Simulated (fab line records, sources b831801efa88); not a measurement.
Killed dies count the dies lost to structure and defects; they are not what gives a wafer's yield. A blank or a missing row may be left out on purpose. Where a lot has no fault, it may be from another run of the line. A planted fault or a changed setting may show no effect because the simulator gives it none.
The tool behind it: which one? ; flow gf180mcu ; 12 lots with 36 wafers sampled at 6 steps, on a route of 602 steps

WHAT EACH GAUGE READ, for each wafer
GF_STI_THK_MEAS_24. Usual: for STI_CVD_23_THK the level is 648 nm and the standard deviation is 6.7.
lot;measured;on;STI_CVD_23_THK (nm);flag
L262;day 2 10:31;filmMetro-02;649 643 649;
L263;day 2 10:31;filmMetro-04;642 648 639;
L264;day 2 18:38;filmMetro-03;656 651 647;
L265;day 3 02:39;filmMetro-04;645 646 654;
L266;day 3 02:39;filmMetro-03;638 643 648;
L268;day 3 12:23;filmMetro-03;644 636 638;
L272;day 4 07:32;filmMetro-02;651 412 650 651 412 651;OFF
L279;day 6 03:01;filmMetro-03;424 653 421 424 654 421;OFF
L281;day 6 09:42;filmMetro-02;659 668 661;
L282;day 6 19:31;filmMetro-03;645 634 640;
L284;day 7 05:10;filmMetro-03;652 641 644;
L285;day 7 13:26;filmMetro-03;641 642 645;

GF_MVSD_OVL_MEAS_07. Usual: for MVSD_OVL the level is 1.2 nm and the standard deviation is 1.1.
lot;measured;on;MVSD_OVL (nm);flag
L262;day 5 00:21;overlay-02;1.0 1.9 2.0;
L263;day 4 22:24;overlay-02;1.3 -0.2 2.1;
L264;day 5 07:02;overlay-02;0.9 0.5 1.5;
L265;day 5 10:35;overlay-02;3.1 3.4 2.8;
L266;day 5 10:13;overlay-02;-0.5 2.0 1.6;
L268;day 5 22:35;overlay-01;2.8 1.9 2.3;
L272;day 6 18:13;overlay-01;-0.7 0.5;
L279;day 9 00:58;overlay-01;3.0;
L281;day 9 11:06;overlay-01;1.3 1.2 0.8;
L282;day 9 21:41;overlay-01;2.7 1.3 2.2;
L284;day 10 11:45;overlay-01;2.4 2.4 0.7;
L285;day 10 14:04;overlay-02;0.2 0.7 1.2;

GF_MVPSD_OVL_MEAS_07. Usual: for MVPSD_OVL the level is -0.2 nm and the standard deviation is 1.7.
lot;measured;on;MVPSD_OVL (nm);flag
L262;day 5 14:59;overlay-01;-1.3 -2.1 0.7;
L263;day 5 12:46;overlay-02;-0.2 2.8 3.2;
L264;day 5 20:54;overlay-01;-2.1 -0.2 -0.3;
L265;day 6 00:18;overlay-01;0.6 1.2 1.4;
L266;day 6 00:13;overlay-02;3.2 3.0 3.8;
L268;day 6 12:31;overlay-02;0.9 0.0 2.5;
L272;day 7 09:19;overlay-01;-1.2 -0.8;
L279;day 9 18:25;overlay-01;-0.9;
L281;day 10 05:04;overlay-01;-1.8 -3.1 -2.3;
L282;day 10 15:28;overlay-02;-0.8 0.8 -0.9;
L284;day 11 05:56;overlay-02;0.9 0.6 -0.7;
L285;day 11 08:47;overlay-02;-0.8 2.1 1.2;

TOOL THAT RAN EACH LOT (tool first, then ch and the chambers of the sampled wafers, then the start)
lot;GF_STI_CVD_23;GF_STI_CMP_25;GF_MVSD_STRIP_10
L262;hdpcvd-01 ch 0,1, day 2 10:24;cmp-02 ch 1,2, day 2 10:57;plasmaAsher-02 ch 0,1, day 5 00:41
L263;hdpcvd-02 ch 0,1,2, day 2 10:26;cmp-02 ch 1,2, day 2 10:39;plasmaAsher-04 ch 0,1, day 4 22:45
L264;hdpcvd-02 ch 0,2, day 2 18:34;cmp-01 ch 0,1,2, day 2 18:42;plasmaAsher-03 ch 0,1, day 5 07:22
L265;hdpcvd-02 ch 0,2, day 3 02:34;cmp-02 ch 0,1,3, day 3 02:52;plasmaAsher-04 ch 0,1, day 5 10:55
L266;hdpcvd-01 ch 0,1, day 3 02:34;cmp-01 ch 0,2,3, day 3 02:43;plasmaAsher-02 ch 0,1, day 5 10:33
L268;hdpcvd-01 ch 0,2, day 3 12:18;cmp-02 ch 0,1,2, day 3 12:26;plasmaAsher-03 ch 1, day 5 22:55
L272;hdpcvd-02 ch 0,1, day 4 07:26;cmp-02 ch 0,1, day 4 18:15;plasmaAsher-04 ch 0,1, day 6 18:32
L279;hdpcvd-02 ch 0,1,2, day 6 02:55;cmp-02 ch 0,1, day 6 09:29;plasmaAsher-04 ch 0, day 9 01:21
L281;hdpcvd-01 ch 1,2, day 6 09:37;cmp-01 ch 0,1,2, day 6 09:46;plasmaAsher-03 ch 0,1, day 9 11:26
L282;hdpcvd-01 ch 0,1, day 6 19:26;cmp-02 ch 0,1,3, day 6 19:43;plasmaAsher-02 ch 0,1, day 9 22:01
L284;hdpcvd-01 ch 1,2, day 7 05:06;cmp-02 ch 0,2,3, day 7 05:15;plasmaAsher-03 ch 0,1, day 10 12:05
L285;hdpcvd-01 ch 0,1,2, day 7 13:22;cmp-02 ch 1,2,3, day 7 13:30;plasmaAsher-04 ch 0,1, day 10 14:23
- GF_STI_CVD_23: deposits SiO2, target thk 650 nm, time 108.3 s.
- GF_STI_CMP_25: polishes, stops on Si3N4, t overpolish 33 s, target thk 524.6 nm.
- GF_MVSD_STRIP_10: strips in O2/N2.

WHAT THE TOOLS THEMSELVES READ (means of the sampled wafers that have a number; where no wafer has one, the mark that the record gives instead)
GF_STI_CMP_25. Usual: motorCurrentA 11.5 A, standard deviation 0.89; slurryFlowMlMin 150.0, standard deviation 0.47; timeToEndpointS 122 s, standard deviation 4.4.
lot;tool;motorCurrentA (A);slurryFlowMlMin;timeToEndpointS (s);flag
L262;cmp-02;11.5;150.1;119;
L263;cmp-02;11.6;149.4;122;
L264;cmp-01;11.9;150.0;120;
L265;cmp-02;12.2;150.2;123;
L266;cmp-01;11.0;149.9;118;
L268;cmp-02;11.4;149.9;123;
L272;cmp-02;11.8;150.4;106;OFF
L279;cmp-02;11.6;150.0;98;OFF
L281;cmp-01;11.7;150.2;117;
L282;cmp-02;12.1;150.5;126;
L284;cmp-02;11.5;150.2;123;
L285;cmp-02;11.5;149.6;122;

GF_MVSD_STRIP_10. Usual: drypumpMotorCurrentA 5.7 A, standard deviation 0.36; heaterPowerW 331 W, standard deviation 35; oesProductAu 0.723 a.u., standard deviation 0.0044; stripTimeToEndpointS 37.00 s, standard deviation 0.087.
lot;tool;drypumpMotorCurrentA (A);heaterPowerW (W);oesProductAu (a.u.);stripTimeToEndpointS (s);flag
L262;plasmaAsher-02;5.4;318;0.724;36.92;
L263;plasmaAsher-04;5.7;370;0.717;36.99;
L264;plasmaAsher-03;6.1;310;0.726;37.01;
L265;plasmaAsher-04;5.6;337;0.722;36.91;
L266;plasmaAsher-02;5.4;320;0.722;36.96;
L268;plasmaAsher-03;6.6;307;0.722;36.99;
L272;plasmaAsher-04;5.7;357;0.720;36.91;
L279;plasmaAsher-04;5.7;310;0.711;37.01;
L281;plasmaAsher-03;6.4;307;0.725;37.01;
L282;plasmaAsher-02;5.4;322;0.724;36.95;
L284;plasmaAsher-03;6.3;311;0.721;37.14;
L285;plasmaAsher-04;5.7;369;0.720;37.11;

THE ANSWER, worked out from the rows above alone
Rule: a lot is off if the mean of its wafers that have a number lies more than 3 standard deviations from the usual mean. A lot without any number at a reading at which 4 lots or more have one is off too. Where the step has rows for the other lots, those lots are counted as sound. First the gauges in route order, then the tools' own readings, where a lot's mean is used as printed above. The first step at which some lot is off is used, and at that step the reading that is off furthest; a lot without a number counts as furthest.
Off: at GF_STI_THK_MEAS_24 (STI_CVD_23_THK), L272, L279.
A tool fits if, at a process step before that reading, it ran every lot that is off, and no sound lot after the first of them. Not tried: the gauges at GF_STI_THK_MEAS_24; whatever is off there is also off at GF_STI_CMP_25, on other tools, and gauge error can't account for it. One fits: GF_STI_CVD_23 on hdpcvd-02. Its last sound lot is L265 (day 3 02:34), its first lot that is off L272 (day 4 07:26): a fault that began between those two fits.

WHAT THE SIMULATOR HAD INSERTED
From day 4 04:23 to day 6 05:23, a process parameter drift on hdpcvd-02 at GF_STI_CVD_23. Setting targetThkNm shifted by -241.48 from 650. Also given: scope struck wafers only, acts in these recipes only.
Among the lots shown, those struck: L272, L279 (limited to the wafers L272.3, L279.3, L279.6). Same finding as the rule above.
